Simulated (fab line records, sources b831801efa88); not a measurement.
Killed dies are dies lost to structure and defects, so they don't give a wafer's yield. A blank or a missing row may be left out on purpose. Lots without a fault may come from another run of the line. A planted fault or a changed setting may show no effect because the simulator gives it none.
Split-lot experiment | flow gf180mcu | 5 lots, 23 wafers read, on a route of 602 steps

THE SPLIT
At GF_POLY_GATE_COAT_05 (resist thk 700 nm), the setting resist_thk_nm was moved away from the recipe's 700 nm on 4 of the 23 wafers read, by -4.6% to +1.5%. The other wafers ran this setting at the recipe's value.

The reading is taken at the split's own step.

THE READING
KrF_of_POLY_GATE_COAT_05.thk_nm (the simulator's own value, which no gauge read), in nm, at GF_POLY_GATE_COAT_05 (resist thk 700 nm). The file gives no usual value for it. The 19 wafers here that ran the recipe average 701.6 nm, standard deviation 1.4 nm.

wafer  | tool, chamber at the split | resist_thk_nm as run, nm | against the recipe | KrF_of_POLY_GATE_COAT_05.thk_nm, nm | against lot-mates on the recipe
L076.1 | litho_track-03, 0          | 710.8                    | +1.5%              | 712.8                               | +9.9
L076.2 | litho_track-03, 0          | 700                      | recipe             | 704.5                               | -
L076.3 | litho_track-03, 0          | 710.8                    | +1.5%              | 712.9                               | +10.0
L076.4 | litho_track-03, 0          | 700                      | recipe             | 701.7                               | -
L076.6 | litho_track-03, 0          | 700                      | recipe             | 702.4                               | -
L079.2 | litho_track-01, 0          | 700                      | recipe             | 700.9                               | -
L079.4 | litho_track-01, 0          | 700                      | recipe             | 700.2                               | -
L079.5 | litho_track-01, 0          | 700                      | recipe             | 700                                 | -
L080.1 | litho_track-01, 0          | 700                      | recipe             | 700.9                               | -
L080.2 | litho_track-01, 0          | 700                      | recipe             | 700                                 | -
L080.3 | litho_track-01, 0          | 700                      | recipe             | 701.4                               | -
L080.5 | litho_track-01, 0          | 700                      | recipe             | 702.9                               | -
L080.6 | litho_track-01, 0          | 700                      | recipe             | 701.3                               | -
L081.1 | litho_track-04, 0          | 700                      | recipe             | 703.7                               | -
L081.2 | litho_track-04, 0          | 700                      | recipe             | 701.7                               | -
L081.3 | litho_track-04, 0          | 667.6                    | -4.6%              | 670.9                               | -32.1
L081.4 | litho_track-04, 0          | 700                      | recipe             | 703.6                               | -
L081.6 | litho_track-04, 0          | 667.6                    | -4.6%              | 669                                 | -34.0
L083.1 | litho_track-01, 0          | 700                      | recipe             | 699.3                               | -
L083.2 | litho_track-01, 0          | 700                      | recipe             | 699.5                               | -
L083.4 | litho_track-01, 0          | 700                      | recipe             | 703                                 | -
L083.5 | litho_track-01, 0          | 700                      | recipe             | 702.1                               | -
L083.6 | litho_track-01, 0          | 700                      | recipe             | 701.5                               | -

THE FIT
A straight line over all 23 wafers: KrF_of_POLY_GATE_COAT_05.thk_nm changes by +6.89 nm for each +1% of resist_thk_nm; r = +0.99; the points scatter about the line by 1.4 nm.
The same after taking each lot's own level away (the mean of its wafers on the recipe; 23 wafers): +7.06 nm for each +1%; r = +0.99; scatter 1.1 nm.
On that fit, the largest move of resist_thk_nm shifts the reading by 33 nm.
The lots' own levels span 700.37 to 703.00 nm, that is 1.8 times the standard deviation above.
So the lot-to-lot level changes the slope little: the two slopes agree.
Check: with one of the wafers moved furthest among these (-4.6%) left out of the fit, the line predicts -33.4 nm for it against its lot-mates. It came out at -32.1 nm against them.

OTHER SPLITS ON THESE WAFERS
These wafers also went through other splits before the reading. Each is held against what the fit with the lots' levels taken away leaves over:
other split on the same wafers     | wafers away from the commonest value | r with KrF_of_POLY_GATE_COAT_05.thk_nm (lot level and that fit taken away)
GF_DUAL_GATE_COAT_06 resist_thk_nm | 8                                    | -0.18

THE FILE'S OWN FIT
KrF_of_POLY_GATE_COAT_05.thk_nm changes by +7.08 nm for each +1% of resist_thk_nm, r = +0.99.
